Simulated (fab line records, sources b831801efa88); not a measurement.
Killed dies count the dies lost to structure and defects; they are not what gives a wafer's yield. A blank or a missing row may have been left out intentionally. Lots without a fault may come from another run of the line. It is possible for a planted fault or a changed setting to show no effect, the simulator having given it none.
Which of the tools did it? :: flow gf180mcu :: 42 wafers from 14 lots sampled at 2 of the route's 602 steps

WHAT EACH GAUGE READ, for each wafer
GF_STI_THK_MEAS_24.
lot: L453
measured: day 2 04:08
on: film-metro-01
STI_CVD_23_THK (nm): 665 668 669

lot: L454
measured: day 2 09:25
on: film-metro-03
STI_CVD_23_THK (nm): 658 666 670

lot: L455
measured: day 2 13:47
on: film-metro-01
STI_CVD_23_THK (nm): 664 660 662

lot: L456
measured: day 2 19:18
on: film-metro-03
STI_CVD_23_THK (nm): 664 664 668

lot: L458
measured: day 3 05:00
on: film-metro-01
STI_CVD_23_THK (nm): 669 663 666

lot: L460
measured: day 3 14:48
on: film-metro-04
STI_CVD_23_THK (nm): 664 666 666

lot: L462
measured: day 4 02:13
on: film-metro-01
STI_CVD_23_THK (nm): 665 662 660

lot: L463
measured: day 4 07:06
on: film-metro-01
STI_CVD_23_THK (nm): 662 663 659

lot: L466
measured: day 4 21:45
on: film-metro-03
STI_CVD_23_THK (nm): 652 656 656

lot: L467
measured: day 5 04:34
on: film-metro-01
STI_CVD_23_THK (nm): 656 655 648

lot: L468
measured: day 5 08:41
on: film-metro-01
STI_CVD_23_THK (nm): 668 666 661

lot: L470
measured: day 5 19:49
on: film-metro-04
STI_CVD_23_THK (nm): 672 666 654

lot: L472
measured: day 6 04:36
on: film-metro-03
STI_CVD_23_THK (nm): 660 663 664

lot: L476
measured: day 7 02:24
on: film-metro-01
STI_CVD_23_THK (nm): 675 676 673

TOOL THAT RAN EACH LOT (tool first, then ch and the chambers of the sampled wafers, then the start)
lot: L453
GF_STI_ETCH_14: rie-si-01 ch 0,1,2, day 2 02:14

lot: L454
GF_STI_ETCH_14: rie-si-01 ch 0,3, day 2 07:38

lot: L455
GF_STI_ETCH_14: rie-si-02 ch 1,2,3, day 2 11:53

lot: L456
GF_STI_ETCH_14: rie-si-02 ch 1,2,3, day 2 16:46

lot: L458
GF_STI_ETCH_14: rie-si-01 ch 1,2, day 3 02:53

lot: L460
GF_STI_ETCH_14: rie-si-01 ch 2,3, day 3 12:06

lot: L462
GF_STI_ETCH_14: rie-si-02 ch 1,2, day 4 00:25

lot: L463
GF_STI_ETCH_14: rie-si-02 ch 0,1,3, day 4 04:21

lot: L466
GF_STI_ETCH_14: rie-si-01 ch 0,1,2, day 4 19:56

lot: L467
GF_STI_ETCH_14: rie-si-02 ch 0,3, day 5 02:45

lot: L468
GF_STI_ETCH_14: rie-si-01 ch 1,2,3, day 5 06:52

lot: L470
GF_STI_ETCH_14: rie-si-02 ch 0,1, day 5 18:02

lot: L472
GF_STI_ETCH_14: rie-si-01 ch 0,2, day 6 02:46

lot: L476
GF_STI_ETCH_14: rie-si-01 ch 0,2,3, day 7 00:20
- GF_STI_ETCH_14: etches Si in HBr/Cl2/O2, target depth 360 nm, time 102.9 s.

AS READ BY THE TOOLS THEMSELVES (means over the sampled wafers that have a number; for cases with no such wafer, the mark the record gives instead)
GF_STI_ETCH_14.
lot: L453
tool: rie-si-01
drypump-motor-current-A (A): 5.48
oes-product-au (a.u.): 0.999
throttle-valve-pct (%): 25.650

lot: L454
tool: rie-si-01
drypump-motor-current-A (A): 5.74
oes-product-au (a.u.): 0.999
throttle-valve-pct (%): 25.657

lot: L455
tool: rie-si-02
drypump-motor-current-A (A): 5.41
oes-product-au (a.u.): 1.006
throttle-valve-pct (%): 25.654

lot: L456
tool: rie-si-02
drypump-motor-current-A (A): 5.41
oes-product-au (a.u.): 1.011
throttle-valve-pct (%): 25.650

lot: L458
tool: rie-si-01
drypump-motor-current-A (A): 5.53
oes-product-au (a.u.): 1.002
throttle-valve-pct (%): 25.649

lot: L460
tool: rie-si-01
drypump-motor-current-A (A): 5.60
oes-product-au (a.u.): 1.007
throttle-valve-pct (%): 25.648

lot: L462
tool: rie-si-02
drypump-motor-current-A (A): 5.53
oes-product-au (a.u.): 1.005
throttle-valve-pct (%): 25.656

lot: L463
tool: rie-si-02
drypump-motor-current-A (A): 5.49
oes-product-au (a.u.): 0.990
throttle-valve-pct (%): 25.661

lot: L466
tool: rie-si-01
drypump-motor-current-A (A): 5.49
oes-product-au (a.u.): 1.006
throttle-valve-pct (%): 25.655

lot: L467
tool: rie-si-02
drypump-motor-current-A (A): 5.44
oes-product-au (a.u.): 0.993
throttle-valve-pct (%): 25.668

lot: L468
tool: rie-si-01
drypump-motor-current-A (A): 5.56
oes-product-au (a.u.): 0.995
throttle-valve-pct (%): 25.664

lot: L470
tool: rie-si-02
drypump-motor-current-A (A): 5.64
oes-product-au (a.u.): 1.003
throttle-valve-pct (%): 25.662

lot: L472
tool: rie-si-01
drypump-motor-current-A (A): 5.44
oes-product-au (a.u.): 1.004
throttle-valve-pct (%): 25.653

lot: L476
tool: rie-si-01
drypump-motor-current-A (A): 5.51
oes-product-au (a.u.): 1.000
throttle-valve-pct (%): 25.659

THE ANSWER, worked out from the rows above alone
Rule: what is usual is taken from the lots themselves. Put in order of their means at a reading, lots are off if they are a third of the lots or fewer, leave a main group of 4 or more, and stand apart from it by a gap of 3 or more times the standard deviation of the main group's means; of several such gaps the widest counts. Not used: any main group whose means are identical at the precision the tables above print for the reading. Also off: a lot with no number at a reading for which 4 or more lots have one. All remaining lots with rows at the step are treated as sound. After the gauges, taken in route order, come the tools' own readings; for these a lot's mean is taken, as printed above. The first step at which some lot is off is used, and at that step the reading that is off furthest; a lot without a number counts as furthest.
Across all readings shown, no lot is off: no conclusion can be drawn from this.

WHAT THE SIMULATOR HAD PUT IN
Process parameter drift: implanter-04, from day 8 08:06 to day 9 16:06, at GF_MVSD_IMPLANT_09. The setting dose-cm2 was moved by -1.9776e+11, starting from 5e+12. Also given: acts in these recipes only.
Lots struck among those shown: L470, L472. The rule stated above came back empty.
